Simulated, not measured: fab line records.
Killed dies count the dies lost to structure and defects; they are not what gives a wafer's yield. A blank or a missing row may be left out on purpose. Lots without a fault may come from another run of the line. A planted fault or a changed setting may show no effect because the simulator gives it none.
8D (eight disciplines) problem report, filled in by code    flow gf180mcu    the parts of the form that need people (team, actions taken, sign-off) are left out

== 1. WHAT IS WRONG ==
Mean POLY_GATE_CVD_00_THK at GF_POLY_GATE_THK_MEAS_01: 156.4 nm over 6 wafers in 2 lots; fault-free wafers: 199.9 nm, standard deviation 2. That puts it -22 standard deviations away from the usual mean.
First seen on wafer L696.3, day 11 21:35, on film metro-02. At this step, 33 wafers from 11 lots have a number in the record. Rule for "out" (also "out of limits"): further than 4 standard deviations from the usual mean. All remaining wafers that have a number are taken as sound.

== 2. WHAT IT IS AND WHAT IT IS NOT ==
question                     is                            is not
which readings at this step  POLY_GATE_CVD_00_THK          -
which lots                   L696, L697                    L685, L686, L688, L689, L695, L701, L702, L706, L707
which wafers of those lots   all that have a number        -
read on which gauges         film metro-02, film metro-03  -
when                         from day 11 21:35             up to then (15 sound wafers); but 12 sound wafers of L701, L702, L706, L707 came after

== 3. WHAT RULES OUT EACH SUSPECT ==
Counting: a tool stays on the suspect list if, at a process step up to the reading, it processed all lots that are out and no sound lot following the first of them.
- ruled out: the gauge at GF_POLY_GATE_THK_MEAS_01. 2 gauges (film metro-02, film metro-03) read the wafers that are out.
- lpcvd-02 at GF_POLY_GATE_CVD_00 (deposits poly-Si, target thk 200 nm, time 1200 s): ruled out as a lasting fault. Sound lots L707 ran on it after its first lot that is out, L696 (day 11 20:13).
Left after counting: nothing in the record.

== 4. THE CAUSE (what the simulator had put in) ==
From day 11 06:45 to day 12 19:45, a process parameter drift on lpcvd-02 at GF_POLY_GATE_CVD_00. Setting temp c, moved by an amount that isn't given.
Counting ruled it out, wrongly: the rule takes a fault to strike every lot that its tool runs from its start on, and this one did not.

== 5. THE CHAIN OF EFFECTS, in route order ==
Rows list readings where the struck wafers' mean (over those with a number) sits beyond 3 standard deviations from the usual. Readings are gone through only where the record gives a usual standard deviation; hours: the median, over the lots, of the time from a lot's start at the first step in this table giving one to that lot's start at this step; sigmas: the change measured in usual standard deviations.
hours  step                      reading               usual       on struck wafers  change  sigmas
0      GF_POLY_GATE_CVD_00       spike tc bottom C     640.3 C     627.9             -12.4   -7.3
0      GF_POLY_GATE_CVD_00       spike tc centre C     620.2 C     609.0             -11.2   -8.0
0      GF_POLY_GATE_CVD_00       spike tc lower C      620.7 C     610.6             -10.1   -7.8
0      GF_POLY_GATE_CVD_00       spike tc top C        638 C       626               -12     -3.4
0      GF_POLY_GATE_CVD_00       spike tc upper C      619.5 C     609.5             -10.0   -7.7
1      GF_POLY_GATE_THK_MEAS_01  POLY_GATE_CVD_00_THK  199.9 nm    156.4             -43.5   -22
21     GF_POLY_GATE_ETCH_13      oes product au        0.991 a.u.  0.844             -0.147  -16
Its process steps:
- GF_POLY_GATE_CVD_00: deposits poly-Si, target thk 200 nm, time 1200 s.
- GF_POLY_GATE_ETCH_13: etches poly-Si in HBr/Cl2, stops on SiO2, target depth 198.5 nm, time 69.6 s.

== 6. WHAT WOULD HAVE CAUGHT IT SOONER ==
In this record the first reading out of limits at a measuring or inspecting step was taken at day 11 21:35, 15 hours after the fault began at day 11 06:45.
Tool's own readings at GF_POLY_GATE_CVD_00, spike tc bottom C, spike tc centre C, spike tc lower C, spike tc upper C: out on all struck wafers the step has rows for; an alarm limit on them would have tripped on the first.
